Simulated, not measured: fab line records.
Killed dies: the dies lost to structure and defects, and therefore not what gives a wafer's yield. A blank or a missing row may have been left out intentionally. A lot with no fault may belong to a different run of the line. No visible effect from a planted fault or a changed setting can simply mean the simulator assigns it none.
8D (eight disciplines) problem report, filled in by code / flow gf180mcu / the parts of the form that need people (team, actions taken, sign-off) are left out

1. PROBLEM STATEMENT
LVPWELL_RS at GF_VT_IMPLANT_RS_MEAS_48 reads a mean of 1124 ohm/sq on 6 wafers of 2 lots; wafers without a fault read 1196 ohm/sq with a standard deviation of 3.7. That is -20 standard deviations from the usual mean.
The step: measures by four-point-probe.
Earliest sighting: wafer L868.2 on film metro-04 at day 9 18:58. The record has a number at this step for 42 wafers belonging to 14 lots. Rule for "out" (also "out of limits"): further than 4 standard deviations from the usual mean. The rest of the wafers with a number are treated as sound.

2. WHAT THIS IS AND IS NOT
question=which readings at this step | is=LVPWELL_RS | is not=-
question=which lots | is=L868, L869 | is not=L861, L864, L867, L870, L873, L874, L876, L878, L880, L881, L882, L883
question=which wafers of those lots | is=all that have a number | is not=-
question=read on which gauges | is=film metro-02, film metro-04 | is not=film metro-01
question=when | is=from day 9 18:58 | is not=up to then (9 sound wafers); but 27 sound wafers of L870, L873, L874, L876, L878, L880, L881, L882, L883 came after

3. SUSPECTS, AND WHAT RULES EACH OUT
Counting: a tool stays on the suspect list if, at a process step up to the reading, it processed all lots that are out and no sound lot following the first of them.
- the gauge at GF_VT_IMPLANT_RS_MEAS_48 has been ruled out. 2 gauges (film metro-02, film metro-04) read the wafers that are out.
- implanter-01 at GF_LVPWELL_IMPLANT_09: kept. Every lot that is out went through it, starting with L868 (day 5 16:32), and after that it ran no sound lot; the last sound lot it ran before then is L867 (day 5 12:32). On those wafers its own readings are out: dose ions cm2, faraday current uA.
After counting, what remains is implanter-01 at GF_LVPWELL_IMPLANT_09.

4. THE CAUSE (what the simulator had put in)
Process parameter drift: implanter-01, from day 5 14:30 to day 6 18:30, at GF_LVPWELL_IMPLANT_09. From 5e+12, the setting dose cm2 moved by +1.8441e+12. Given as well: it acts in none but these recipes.
After counting, this tool was the only one left.

5. THE CHAIN OF EFFECTS, in route order
One row per reading whose mean, taken over the struck wafers that have a number, lies over 3 standard deviations from the usual. Scope: only readings with a usual standard deviation given in the record; hours: median across lots of the time from each lot's start at the first step in this table that gives one to its start at this step; sigmas: change in usual standard deviations.
hours=0; step=GF_LVPWELL_IMPLANT_09; reading=dose ions cm2; usual=4.999e+12; on struck wafers=6.842e+12; change=+1.844e+12; sigmas=+99 or more
hours=0; step=GF_LVPWELL_IMPLANT_09; reading=faraday current uA; usual=28.1; on struck wafers=38.9; change=+10.8; sigmas=+18
hours=99; step=GF_VT_IMPLANT_RS_MEAS_48; reading=LVPWELL_RS; usual=1196 ohm/sq; on struck wafers=1124; change=-72; sigmas=-20
It contains these process steps:
- GF_LVPWELL_IMPLANT_09
Later measuring or inspecting steps at which every struck wafer that the step has a row for has a number for every such reading, and none has moved that far: GF_SAB_OVL_MEAS_10.

6. WHAT WOULD HAVE CAUGHT IT SOONER
In this record the first reading out of limits at a measuring or inspecting step was taken at day 9 18:58, 100 hours after the fault began at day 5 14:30.
Tool's own readings at GF_LVPWELL_IMPLANT_09, dose ions cm2, faraday current uA: out on all struck wafers the step has rows for; an alarm limit on them would have tripped on the first.
By day 9 18:58, every lot that is out (2) had started GF_LVPWELL_IMPLANT_09 on implanter-01. None of them would have been spared by holding the tool at that moment.
